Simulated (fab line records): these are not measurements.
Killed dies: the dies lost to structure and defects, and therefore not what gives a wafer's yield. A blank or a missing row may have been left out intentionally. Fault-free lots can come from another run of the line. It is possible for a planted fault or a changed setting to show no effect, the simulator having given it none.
fab line records || flow sky130
[record] {"lots": 5, "wafers": 15, "last_day": 50}
route steps=708 shown SONOS_TUNNEL@155
lots that met no fault: from a run of the same line without faults
start_h: hours from the record's first day to the start of the lot's first wafer shown || wait_h: hours since the lot's step before || " as in the row above || L1.1+2: a row that stands for several wafers || - no value, or no start given || * or withheld: withheld || < > ~ a bound
route shown NAME@n: NAME is a module with steps in the file, n the number in the route of the first one || usual: mean/standard deviation taken from wafers without a fault || same: alike in all rows || chamber/n: place in a boat || sites: each site's reading || _std_site: the standard deviation of these || _edge_site: outer sites' mean less inner sites' || radius_mm: how far each site lies from the wafer's centre || mask NAME#n: copy n || behind: the last tool/chamber to shape the wafer || hold: why the lot was held/for how many hours/how that ended || device: transistor that didn't switch, given as n, p or np || end of line: at the end of the route, the tests of the same wafers || a step without rows: its recipe alone || killed: dies that structure and defects cost at the first sort, which is not the same as the wafer's yield || map: shows each die of a wafer: x if killed, . if not, _ if none is there
set.NAME: the run value of the setting; set.NAME@STEP: its run value at that earlier step || model.NAME: the simulator's own value behind a step, which no gauge read
lots at selected steps of the route; one table per step, one row per wafer
services: a tool's chamber out of use, with start hour (start_h, from the record's first day; less than 0 if before it), hours out, and reason
[[steps]]
[step SKY_SONOS_TUNNEL_HMDS_01]
[recipe] {"prime_time_s": 60, "prime_temp_c": 120}
[usual] {"exhaust_pa": "44.8/0.94"}
{"lot.wafer": "L080.1", "tool": "litho_track-02", "chamber": 0, "start_h": 286.58, "wait_h": 0.1, "exhaust_pa": 44.1}
{"lot.wafer": "L080.4", "tool": "litho_track-02", "chamber": 0, "start_h": 286.58, "wait_h": 0.1, "exhaust_pa": 45.8}
{"lot.wafer": "L080.6", "tool": "litho_track-02", "chamber": 0, "start_h": 286.58, "wait_h": 0.1, "exhaust_pa": 46.9}
{"lot.wafer": "L083.1", "tool": "litho_track-02", "chamber": 0, "start_h": 307.48, "wait_h": 0.1, "exhaust_pa": 44.7}
{"lot.wafer": "L083.2", "tool": "litho_track-02", "chamber": 0, "start_h": 307.48, "wait_h": 0.1, "exhaust_pa": 43.3}
{"lot.wafer": "L083.4", "tool": "litho_track-02", "chamber": 0, "start_h": 307.48, "wait_h": 0.1, "exhaust_pa": 44.3}
{"lot.wafer": "L089.1", "tool": "litho_track-04", "chamber": 0, "start_h": 354.39, "wait_h": 0.1, "exhaust_pa": 44.6}
{"lot.wafer": "L089.2", "tool": "litho_track-04", "chamber": 0, "start_h": 354.39, "wait_h": 0.1, "exhaust_pa": 45.3}
{"lot.wafer": "L089.4", "tool": "litho_track-04", "chamber": 0, "start_h": 354.39, "wait_h": 0.1, "exhaust_pa": 45.6}
{"lot.wafer": "L090.2", "tool": "litho_track-04", "chamber": 0, "start_h": 359.47, "wait_h": 0.1, "exhaust_pa": 46.0}
{"lot.wafer": "L090.3", "tool": "litho_track-04", "chamber": 0, "start_h": 359.47, "wait_h": 0.1, "exhaust_pa": 46.4}
{"lot.wafer": "L090.6", "tool": "litho_track-04", "chamber": 0, "start_h": 359.47, "wait_h": 0.1, "exhaust_pa": 45.3}
{"lot.wafer": "L097.1", "tool": "litho_track-01", "chamber": 0, "start_h": 412.35, "wait_h": 0.1, "exhaust_pa": 43.5}
{"lot.wafer": "L097.3", "tool": "litho_track-01", "chamber": 0, "start_h": 412.35, "wait_h": 0.1, "exhaust_pa": 43.5}
{"lot.wafer": "L097.4", "tool": "litho_track-01", "chamber": 0, "start_h": 412.35, "wait_h": 0.1, "exhaust_pa": 44.0}
[step SKY_SONOS_TUNNEL_COAT_02]
[recipe] {"resist": "NOVOLAK", "spin_rpm": 3000, "resist_thk_nm": 1140}
[usual] {"exhaust_pa": "44.9/0.77"}
{"lot.wafer": "L080.1", "tool": "litho_track-02", "chamber": 0, "start_h": 286.73, "wait_h": 0.1, "exhaust_pa": 44.9}
{"lot.wafer": "L080.4", "tool": "litho_track-02", "chamber": 0, "start_h": 286.73, "wait_h": 0.1, "exhaust_pa": 45.1}
{"lot.wafer": "L080.6", "tool": "litho_track-02", "chamber": 0, "start_h": 286.73, "wait_h": 0.1, "exhaust_pa": 45.0}
{"lot.wafer": "L083.1", "tool": "litho_track-02", "chamber": 0, "start_h": 307.63, "wait_h": 0.1, "exhaust_pa": 45.0}
{"lot.wafer": "L083.2", "tool": "litho_track-02", "chamber": 0, "start_h": 307.63, "wait_h": 0.1, "exhaust_pa": 45.3}
{"lot.wafer": "L083.4", "tool": "litho_track-02", "chamber": 0, "start_h": 307.63, "wait_h": 0.1, "exhaust_pa": 45.3}
{"lot.wafer": "L089.1", "tool": "litho_track-04", "chamber": 0, "start_h": 354.54, "wait_h": 0.1, "exhaust_pa": 45.5}
{"lot.wafer": "L089.2", "tool": "litho_track-04", "chamber": 0, "start_h": 354.54, "wait_h": 0.1, "exhaust_pa": 44.1}
{"lot.wafer": "L089.4", "tool": "litho_track-04", "chamber": 0, "start_h": 354.54, "wait_h": 0.1, "exhaust_pa": 45.2}
{"lot.wafer": "L090.2", "tool": "litho_track-04", "chamber": 0, "start_h": 359.62, "wait_h": 0.1, "exhaust_pa": 44.4}
{"lot.wafer": "L090.3", "tool": "litho_track-04", "chamber": 0, "start_h": 359.62, "wait_h": 0.1, "exhaust_pa": 44.8}
{"lot.wafer": "L090.6", "tool": "litho_track-04", "chamber": 0, "start_h": 359.62, "wait_h": 0.1, "exhaust_pa": 46.1}
{"lot.wafer": "L097.1", "tool": "litho_track-01", "chamber": 0, "start_h": 412.50, "wait_h": 0.1, "exhaust_pa": 45.5}
{"lot.wafer": "L097.3", "tool": "litho_track-01", "chamber": 0, "start_h": 412.50, "wait_h": 0.1, "exhaust_pa": 45.5}
{"lot.wafer": "L097.4", "tool": "litho_track-01", "chamber": 0, "start_h": 412.50, "wait_h": 0.1, "exhaust_pa": 45.1}
[step SKY_SONOS_TUNNEL_SOFTBAKE_03]
[recipe] {"temp_c": 90, "time_s": 60, "resist": "NOVOLAK"}
[usual] {"exhaust_pa": "44.8/0.94"}
{"lot.wafer": "L080.1", "tool": "litho_track-02", "chamber": 0, "start_h": 286.88, "wait_h": 0.1, "exhaust_pa": 43.2}
{"lot.wafer": "L080.4", "tool": "litho_track-02", "chamber": 0, "start_h": 286.88, "wait_h": 0.1, "exhaust_pa": 42.9}
{"lot.wafer": "L080.6", "tool": "litho_track-02", "chamber": 0, "start_h": 286.88, "wait_h": 0.1, "exhaust_pa": 44.1}
{"lot.wafer": "L083.1", "tool": "litho_track-02", "chamber": 0, "start_h": 307.78, "wait_h": 0.1, "exhaust_pa": 43.9}
{"lot.wafer": "L083.2", "tool": "litho_track-02", "chamber": 0, "start_h": 307.78, "wait_h": 0.1, "exhaust_pa": 43.1}
{"lot.wafer": "L083.4", "tool": "litho_track-02", "chamber": 0, "start_h": 307.78, "wait_h": 0.1, "exhaust_pa": 44.8}
{"lot.wafer": "L089.1", "tool": "litho_track-04", "chamber": 0, "start_h": 354.69, "wait_h": 0.1, "exhaust_pa": 45.1}
{"lot.wafer": "L089.2", "tool": "litho_track-04", "chamber": 0, "start_h": 354.69, "wait_h": 0.1, "exhaust_pa": 45.1}
{"lot.wafer": "L089.4", "tool": "litho_track-04", "chamber": 0, "start_h": 354.69, "wait_h": 0.1, "exhaust_pa": 44.4}
{"lot.wafer": "L090.2", "tool": "litho_track-04", "chamber": 0, "start_h": 359.77, "wait_h": 0.1, "exhaust_pa": 43.4}
{"lot.wafer": "L090.3", "tool": "litho_track-04", "chamber": 0, "start_h": 359.77, "wait_h": 0.1, "exhaust_pa": 45.2}
{"lot.wafer": "L090.6", "tool": "litho_track-04", "chamber": 0, "start_h": 359.77, "wait_h": 0.1, "exhaust_pa": 45.0}
{"lot.wafer": "L097.1", "tool": "litho_track-01", "chamber": 0, "start_h": 412.65, "wait_h": 0.1, "exhaust_pa": 45.3}
{"lot.wafer": "L097.3", "tool": "litho_track-01", "chamber": 0, "start_h": 412.65, "wait_h": 0.1, "exhaust_pa": 45.9}
{"lot.wafer": "L097.4", "tool": "litho_track-01", "chamber": 0, "start_h": 412.65, "wait_h": 0.1, "exhaust_pa": 45.8}
[step SKY_SONOS_TUNNEL_EXPOSE_04]
[recipe] {"mask_id": "TUNM", "na": 0.6, "source_shape": "conventional", "sigma_outer": 0.6, "polarization": "unpolarized", "target_cd_nm": 410, "dose_mj": 136}
{"lot.wafer": "L080.1+4+6", "tool": "iline_stepper-01", "chamber": 0, "start_h": "-", "wait_h": "-", "mask": "TUNM#0"}
{"lot.wafer": "L083.1+2+4", "tool": "iline_stepper-01", "chamber": 0, "start_h": "-", "wait_h": "-", "mask": "TUNM#0"}
{"lot.wafer": "L089.1+2+4", "tool": "iline_stepper-02", "chamber": 0, "start_h": "-", "wait_h": "-", "mask": "TUNM#0"}
{"lot.wafer": "L090.2+3+6", "tool": "iline_stepper-02", "chamber": 0, "start_h": "-", "wait_h": "-", "mask": "TUNM#0"}
{"lot.wafer": "L097.1+3+4", "tool": "iline_stepper-01", "chamber": 0, "start_h": "-", "wait_h": "-", "mask": "TUNM#0"}
[step SKY_SONOS_TUNNEL_PEB_05]
[recipe] {"temp_c": "withheld", "time_s": "*", "resist": "NOVOLAK"}
[usual] {"exhaust_pa": "45.0/0.95"}
{"lot.wafer": "L080.1", "tool": "litho_track-04", "chamber": 0, "start_h": "-", "wait_h": "-", "exhaust_pa": 45.6}
{"lot.wafer": "L080.4", "tool": "litho_track-04", "chamber": 0, "start_h": "-", "wait_h": "-", "exhaust_pa": 44.2}
{"lot.wafer": "L080.6", "tool": "litho_track-04", "chamber": 0, "start_h": "-", "wait_h": "-", "exhaust_pa": 43.7}
{"lot.wafer": "L083.1", "tool": "litho_track-02", "chamber": 0, "start_h": "-", "wait_h": "-", "exhaust_pa": 44.5}
{"lot.wafer": "L083.2", "tool": "litho_track-02", "chamber": 0, "start_h": "-", "wait_h": "-", "exhaust_pa": 45.2}
{"lot.wafer": "L083.4", "tool": "litho_track-02", "chamber": 0, "start_h": "-", "wait_h": "-", "exhaust_pa": 46.3}
{"lot.wafer": "L089.1", "tool": "litho_track-04", "chamber": 0, "start_h": "-", "wait_h": "-", "exhaust_pa": 45.3}
{"lot.wafer": "L089.2", "tool": "litho_track-04", "chamber": 0, "start_h": "-", "wait_h": "-", "exhaust_pa": 44.7}
{"lot.wafer": "L089.4", "tool": "litho_track-04", "chamber": 0, "start_h": "-", "wait_h": "-", "exhaust_pa": 44.6}
{"lot.wafer": "L090.2", "tool": "litho_track-01", "chamber": 0, "start_h": "-", "wait_h": "-", "exhaust_pa": 44.7}
{"lot.wafer": "L090.3", "tool": "litho_track-01", "chamber": 0, "start_h": "-", "wait_h": "-", "exhaust_pa": 44.2}
{"lot.wafer": "L090.6", "tool": "litho_track-01", "chamber": 0, "start_h": "-", "wait_h": "-", "exhaust_pa": 45.1}
{"lot.wafer": "L097.1", "tool": "litho_track-02", "chamber": 0, "start_h": "-", "wait_h": "-", "exhaust_pa": 45.1}
{"lot.wafer": "L097.3", "tool": "litho_track-02", "chamber": 0, "start_h": "-", "wait_h": "-", "exhaust_pa": 44.0}
{"lot.wafer": "L097.4", "tool": "litho_track-02", "chamber": 0, "start_h": "-", "wait_h": "-", "exhaust_pa": 45.6}
[step SKY_SONOS_TUNNEL_DEVELOP_06]
[recipe] {"resist": "NOVOLAK", "developer": "TMAH", "develop_time_s": 60, "dev_temp_c": 23}
[usual] {"exhaust_pa": "45.0/0.76"}
{"lot.wafer": "L080.1", "tool": "litho_track-04", "chamber": 0, "start_h": 298.74, "wait_h": 0.1, "exhaust_pa": 45.3}
{"lot.wafer": "L080.4", "tool": "litho_track-04", "chamber": 0, "start_h": 298.74, "wait_h": 0.1, "exhaust_pa": 45.4}
{"lot.wafer": "L080.6", "tool": "litho_track-04", "chamber": 0, "start_h": 298.74, "wait_h": 0.1, "exhaust_pa": 44.2}
{"lot.wafer": "L083.1", "tool": "litho_track-02", "chamber": 0, "start_h": 320.78, "wait_h": 0.1, "exhaust_pa": 45.8}
{"lot.wafer": "L083.2", "tool": "litho_track-02", "chamber": 0, "start_h": 320.78, "wait_h": 0.1, "exhaust_pa": 43.8}
{"lot.wafer": "L083.4", "tool": "litho_track-02", "chamber": 0, "start_h": 320.78, "wait_h": 0.1, "exhaust_pa": 46.4}
{"lot.wafer": "L089.1", "tool": "litho_track-04", "chamber": 0, "start_h": 368.94, "wait_h": 0.1, "exhaust_pa": 45.1}
{"lot.wafer": "L089.2", "tool": "litho_track-04", "chamber": 0, "start_h": 368.94, "wait_h": 0.1, "exhaust_pa": 44.2}
{"lot.wafer": "L089.4", "tool": "litho_track-04", "chamber": 0, "start_h": 368.94, "wait_h": 0.1, "exhaust_pa": 45.2}
{"lot.wafer": "L090.2", "tool": "litho_track-01", "chamber": 0, "start_h": 373.57, "wait_h": 0.1, "exhaust_pa": 44.5}
{"lot.wafer": "L090.3", "tool": "litho_track-01", "chamber": 0, "start_h": 373.57, "wait_h": 0.1, "exhaust_pa": 45.3}
{"lot.wafer": "L090.6", "tool": "litho_track-01", "chamber": 0, "start_h": 373.57, "wait_h": 0.1, "exhaust_pa": 44.8}
{"lot.wafer": "L097.1", "tool": "litho_track-02", "chamber": 0, "start_h": 427.28, "wait_h": 0.1, "exhaust_pa": 45.1}
{"lot.wafer": "L097.3", "tool": "litho_track-02", "chamber": 0, "start_h": 427.28, "wait_h": 0.1, "exhaust_pa": 44.1}
{"lot.wafer": "L097.4", "tool": "litho_track-02", "chamber": 0, "start_h": 427.28, "wait_h": 0.1, "exhaust_pa": 45.3}
[step SKY_SONOS_TUNNEL_CD_MEAS_07]
[recipe] {"target_cd_nm": 410}
[usual] {"cd_nm": "409.6/2.8"}
{"lot.wafer": "L080.1", "tool": "cd_sem-01", "chamber": "-", "start_h": 298.89, "wait_h": 0.1, "cd_nm": 407.2}
{"lot.wafer": "L080.4", "tool": "cd_sem-01", "chamber": "-", "start_h": 298.89, "wait_h": 0.1, "cd_nm": 408.6}
{"lot.wafer": "L080.6", "tool": "cd_sem-01", "chamber": "-", "start_h": 298.89, "wait_h": 0.1, "cd_nm": 408.2}
{"lot.wafer": "L083.1", "tool": "cd_sem-02", "chamber": "-", "start_h": 320.93, "wait_h": 0.1, "cd_nm": 405.1}
{"lot.wafer": "L083.2", "tool": "cd_sem-02", "chamber": "-", "start_h": 320.93, "wait_h": 0.1, "cd_nm": 404.7}
{"lot.wafer": "L083.4", "tool": "cd_sem-02", "chamber": "-", "start_h": 320.93, "wait_h": 0.1, "cd_nm": 404.3}
{"lot.wafer": "L089.1", "tool": "cd_sem-01", "chamber": "-", "start_h": 369.09, "wait_h": 0.1, "cd_nm": 412.0}
{"lot.wafer": "L089.2", "tool": "cd_sem-01", "chamber": "-", "start_h": 369.09, "wait_h": 0.1, "cd_nm": 410.1}
{"lot.wafer": "L089.4", "tool": "cd_sem-01", "chamber": "-", "start_h": 369.09, "wait_h": 0.1, "cd_nm": 409.5}
{"lot.wafer": "L090.2", "tool": "cd_sem-02", "chamber": "-", "start_h": 373.72, "wait_h": 0.1, "cd_nm": 412.0}
{"lot.wafer": "L090.3", "tool": "cd_sem-02", "chamber": "-", "start_h": 373.72, "wait_h": 0.1, "cd_nm": 413.1}
{"lot.wafer": "L090.6", "tool": "cd_sem-02", "chamber": "-", "start_h": 373.72, "wait_h": 0.1, "cd_nm": 413.7}
{"lot.wafer": "L097.1", "tool": "cd_sem-01", "chamber": "-", "start_h": 427.43, "wait_h": 0.1, "cd_nm": 410.7}
{"lot.wafer": "L097.3", "tool": "cd_sem-01", "chamber": "-", "start_h": 427.43, "wait_h": 0.1, "cd_nm": 409.1}
{"lot.wafer": "L097.4", "tool": "cd_sem-01", "chamber": "-", "start_h": 427.43, "wait_h": 0.1, "cd_nm": 408.8}
[step SKY_SONOS_TUNNEL_OVL_MEAS_08]
[usual] {"SONOS_TUNNEL_OVL": "0.4/1.2"}
{"lot.wafer": "L080.1", "tool": "overlay-02", "chamber": "-", "start_h": 299.01, "wait_h": 0.1, "SONOS_TUNNEL_OVL[nm]": 1.5}
{"lot.wafer": "L080.4", "tool": "overlay-02", "chamber": "-", "start_h": 299.01, "wait_h": 0.1, "SONOS_TUNNEL_OVL[nm]": 1.0}
{"lot.wafer": "L080.6", "tool": "overlay-02", "chamber": "-", "start_h": 299.01, "wait_h": 0.1, "SONOS_TUNNEL_OVL[nm]": 0.9}
{"lot.wafer": "L083.1", "tool": "overlay-02", "chamber": "-", "start_h": 321.05, "wait_h": 0.1, "SONOS_TUNNEL_OVL[nm]": -1.2}
{"lot.wafer": "L083.2", "tool": "overlay-02", "chamber": "-", "start_h": 321.05, "wait_h": 0.1, "SONOS_TUNNEL_OVL[nm]": -0.7}
{"lot.wafer": "L083.4", "tool": "overlay-02", "chamber": "-", "start_h": 321.05, "wait_h": 0.1, "SONOS_TUNNEL_OVL[nm]": -0.8}
{"lot.wafer": "L089.1", "tool": "overlay-01", "chamber": "-", "start_h": 369.21, "wait_h": 0.1, "SONOS_TUNNEL_OVL[nm]": 0.1}
{"lot.wafer": "L089.2", "tool": "overlay-01", "chamber": "-", "start_h": 369.21, "wait_h": 0.1, "SONOS_TUNNEL_OVL[nm]": -0.9}
{"lot.wafer": "L089.4", "tool": "overlay-01", "chamber": "-", "start_h": 369.21, "wait_h": 0.1, "SONOS_TUNNEL_OVL[nm]": -1.3}
{"lot.wafer": "L090.2", "tool": "overlay-02", "chamber": "-", "start_h": 373.82, "wait_h": 0.1, "SONOS_TUNNEL_OVL[nm]": 1.2}
{"lot.wafer": "L090.3", "tool": "overlay-02", "chamber": "-", "start_h": 373.82, "wait_h": 0.1, "SONOS_TUNNEL_OVL[nm]": 1.7}
{"lot.wafer": "L090.6", "tool": "overlay-02", "chamber": "-", "start_h": 373.82, "wait_h": 0.1, "SONOS_TUNNEL_OVL[nm]": 0.9}
{"lot.wafer": "L097.1", "tool": "overlay-02", "chamber": "-", "start_h": 427.55, "wait_h": 0.1, "SONOS_TUNNEL_OVL[nm]": -0.4}
{"lot.wafer": "L097.3", "tool": "overlay-02", "chamber": "-", "start_h": 427.55, "wait_h": 0.1, "SONOS_TUNNEL_OVL[nm]": 0.2}
{"lot.wafer": "L097.4", "tool": "overlay-02", "chamber": "-", "start_h": 427.55, "wait_h": 0.1, "SONOS_TUNNEL_OVL[nm]": 1.3}
[step SKY_SONOS_TUNNEL_IMPLANT_09]
[recipe] {"species": "B", "energy_kev": 20, "dose_cm2": 1e+12, "tilt_deg": "withheld"}
{"lot.wafer": "L080.1+4+6", "tool": "implanter-02", "chamber": 0, "start_h": 299.05, "wait_h": 0.0}
{"lot.wafer": "L083.1+2+4", "tool": "implanter-03", "chamber": 0, "start_h": 321.08, "wait_h": 0.0}
{"lot.wafer": "L089.1+2+4", "tool": "implanter-03", "chamber": 0, "start_h": 369.25, "wait_h": 0.0}
{"lot.wafer": "L090.2+3+6", "tool": "implanter-03", "chamber": 0, "start_h": 373.88, "wait_h": 0.0}
{"lot.wafer": "L097.1+3+4", "tool": "implanter-01", "chamber": 0, "start_h": 427.58, "wait_h": 0.0}
[[services]]
{"tool": "iline_stepper-02", "chamber": 0, "start_h": 262.63, "hours": "-", "kind": "calibration"}
{"tool": "iline_stepper-01", "chamber": 0, "start_h": 272.15, "hours": "-", "kind": "calibration"}
{"tool": "iline_stepper-02", "chamber": "-", "start_h": 278.13, "hours": 9.6, "kind": "repair"}
{"tool": "implanter-01", "chamber": "-", "start_h": 280.23, "hours": 2.8, "kind": "pm"}
{"tool": "implanter-01", "chamber": "-", "start_h": 284.94, "hours": 3.2, "kind": "repair"}
{"tool": "iline_stepper-01", "chamber": "-", "start_h": 288.35, "hours": 1.7, "kind": "pm"}
{"tool": "implanter-01", "chamber": "-", "start_h": 288.93, "hours": 1.1, "kind": "repair"}
{"tool": "iline_stepper-02", "chamber": "-", "start_h": 292.45, "hours": 2.5, "kind": "repair"}
{"tool": "implanter-03", "chamber": "-", "start_h": 303.47, "hours": 3.9, "kind": "pm"}
{"tool": "implanter-01", "chamber": "-", "start_h": 314.30, "hours": 2.2, "kind": "repair"}
{"tool": "implanter-01", "chamber": "-", "start_h": 324.54, "hours": 3.0, "kind": "repair"}
{"tool": "implanter-03", "chamber": "-", "start_h": 333.61, "hours": 0.6, "kind": "repair"}
{"tool": "implanter-03", "chamber": "-", "start_h": 343.33, "hours": 2.4, "kind": "repair"}
{"tool": "implanter-01", "chamber": "-", "start_h": 348.57, "hours": 5.1, "kind": "repair"}
{"tool": "implanter-01", "chamber": "-", "start_h": 385.62, "hours": 2.3, "kind": "repair"}
{"tool": "iline_stepper-02", "chamber": "-", "start_h": 387.05, "hours": 1.7, "kind": "pm"}
{"tool": "iline_stepper-02", "chamber": "-", "start_h": 393.79, "hours": 9.2, "kind": "repair"}
{"tool": "implanter-02", "chamber": "-", "start_h": 424.56, "hours": 4.8, "kind": "pm"}
[[key]]
fault none
